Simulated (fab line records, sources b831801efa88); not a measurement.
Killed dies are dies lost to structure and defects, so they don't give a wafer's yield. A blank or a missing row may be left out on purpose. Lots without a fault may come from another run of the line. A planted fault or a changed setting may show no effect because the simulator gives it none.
Split-lot experiment | flow sfq_line | 5 lots, 27 wafers read, on a route of 325 steps

THE SPLIT
At SFQ_TRILAYER_I1_DEP_PECVD_045 (deposits SiO2 from SiH4/N2O, time 111.11 s, target thk 500 nm), the setting time_s was moved away from the recipe's 111.11 s on 9 of the 27 wafers read, by -58.1% to +32.3%. The other wafers ran this setting at the recipe's value.

The reading is taken at the split's own step.

THE READING
SiO2_of_TRILAYER_I1_DEP_PECVD_045.thk_nm (the simulator's own value, which no gauge read), in nm, at SFQ_TRILAYER_I1_DEP_PECVD_045 (deposits SiO2 from SiH4/N2O, time 111.11 s, target thk 500 nm). The file gives no usual value for it. The 18 wafers here that ran the recipe average 498.8 nm, standard deviation 5.3 nm.

wafer  | tool, chamber at the split | time_s as run, s | against the recipe | SiO2_of_TRILAYER_I1_DEP_PECVD_045.thk_nm, nm | against lot-mates on the recipe
L074.3 | pecvd-01, 2                | 111.11           | recipe             | 495.1                                        | -
L074.5 | pecvd-01, 0                | 111.11           | recipe             | 504.5                                        | -
L074.6 | pecvd-01, 1                | 111.11           | recipe             | 508.4                                        | -
L076.1 | pecvd-01, 2                | 111.11           | recipe             | 496.2                                        | -
L076.2 | pecvd-01, 0                | 111.11           | recipe             | 491                                          | -
L076.3 | pecvd-01, 1                | 46.55            | -58.1%             | 210.9                                        | -285.7
L076.4 | pecvd-01, 2                | 46.55            | -58.1%             | 205.3                                        | -291.3
L076.5 | pecvd-01, 1                | 111.11           | recipe             | 502.6                                        | -
L076.6 | pecvd-01, 0                | 46.55            | -58.1%             | 212.1                                        | -284.5
L077.1 | pecvd-01, 0                | 82.41            | -25.8%             | 369.8                                        | -127.8
L077.2 | pecvd-01, 1                | 111.11           | recipe             | 493.1                                        | -
L077.3 | pecvd-01, 2                | 111.11           | recipe             | 494.3                                        | -
L077.4 | pecvd-01, 0                | 82.41            | -25.8%             | 372.9                                        | -124.7
L077.5 | pecvd-01, 2                | 111.11           | recipe             | 505.3                                        | -
L077.6 | pecvd-01, 1                | 82.41            | -25.8%             | 373.3                                        | -124.3
L081.1 | pecvd-02, 2                | 111.11           | recipe             | 496.3                                        | -
L081.2 | pecvd-02, 1                | 147              | +32.3%             | 656.7                                        | +161.0
L081.3 | pecvd-02, 0                | 111.11           | recipe             | 491.5                                        | -
L081.4 | pecvd-02, 0                | 111.11           | recipe             | 499.2                                        | -
L081.5 | pecvd-02, 1                | 147              | +32.3%             | 666.8                                        | +171.1
L081.6 | pecvd-02, 2                | 147              | +32.3%             | 668.9                                        | +173.2
L084.1 | pecvd-03, 1                | 111.11           | recipe             | 497.8                                        | -
L084.2 | pecvd-03, 0                | 111.11           | recipe             | 494.6                                        | -
L084.3 | pecvd-03, 2                | 111.11           | recipe             | 502.9                                        | -
L084.4 | pecvd-03, 1                | 111.11           | recipe             | 498.9                                        | -
L084.5 | pecvd-03, 2                | 111.11           | recipe             | 508.5                                        | -
L084.6 | pecvd-03, 0                | 111.11           | recipe             | 498.7                                        | -

THE FIT
A straight line over all 27 wafers: SiO2_of_TRILAYER_I1_DEP_PECVD_045.thk_nm changes by +5.01 nm for each +1% of time_s; r = +1.00; the points scatter about the line by 5.2 nm.
The same after taking each lot's own level away (the mean of its wafers on the recipe; 27 wafers): +5 nm for each +1%; r = +1.00; scatter 5.2 nm.
On that fit, the largest move of time_s shifts the reading by 2.9e+02 nm.
The lots' own levels span 495.67 to 502.67 nm, that is 1.3 times the standard deviation above.
So the lot-to-lot level changes the slope little: the two slopes agree.
Check: with one of the wafers moved furthest among these (-58.1%) left out of the fit, the line predicts -290 nm for it against its lot-mates. It came out at -286 nm against them.

OTHER SPLITS ON THESE WAFERS
These wafers also went through other splits before the reading. Each is held against what the fit with the lots' levels taken away leaves over:
other split on the same wafers                  | wafers away from the commonest value | r with SiO2_of_TRILAYER_I1_DEP_PECVD_045.thk_nm (lot level and that fit taken away)
SFQ_TRILAYER_INCOMING_OXIDATION_002 ox_time_s   | 21                                   | -0.14
SFQ_TRILAYER_L0_CAP_PECVD_011 time_s            | 6                                    | -0.11
SFQ_TRILAYER_M0_BARC_OPEN_METAL_ETCH_031 time_s | 9                                    | +0.02

THE WHOLE CHAIN: every reading that the file lists as answering this split, in the file's order
step                          | what it does                                                  | reading                                                                                   | change (the file's fit)                                                                       | r (the file's)
SFQ_TRILAYER_I1_DEP_PECVD_045 | deposits SiO2 from SiH4/N2O, time 111.11 s, target thk 500 nm | SiO2_of_TRILAYER_I1_DEP_PECVD_045.thk_nm (the simulator's own value, which no gauge read) | +4.99 nm for each +1% of the setting                                                          | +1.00
SFQ_TRILAYER_I1_CMP_CMP_046   | polishes SiO2                                                 | time_to_endpoint_s                                                                        | not straight: withheld at the lowest setting, withheld at the recipe, withheld at the highest | not given

THE FILE'S OWN FIT
SiO2_of_TRILAYER_I1_DEP_PECVD_045.thk_nm changes by +4.99 nm for each +1% of time_s, r = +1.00.
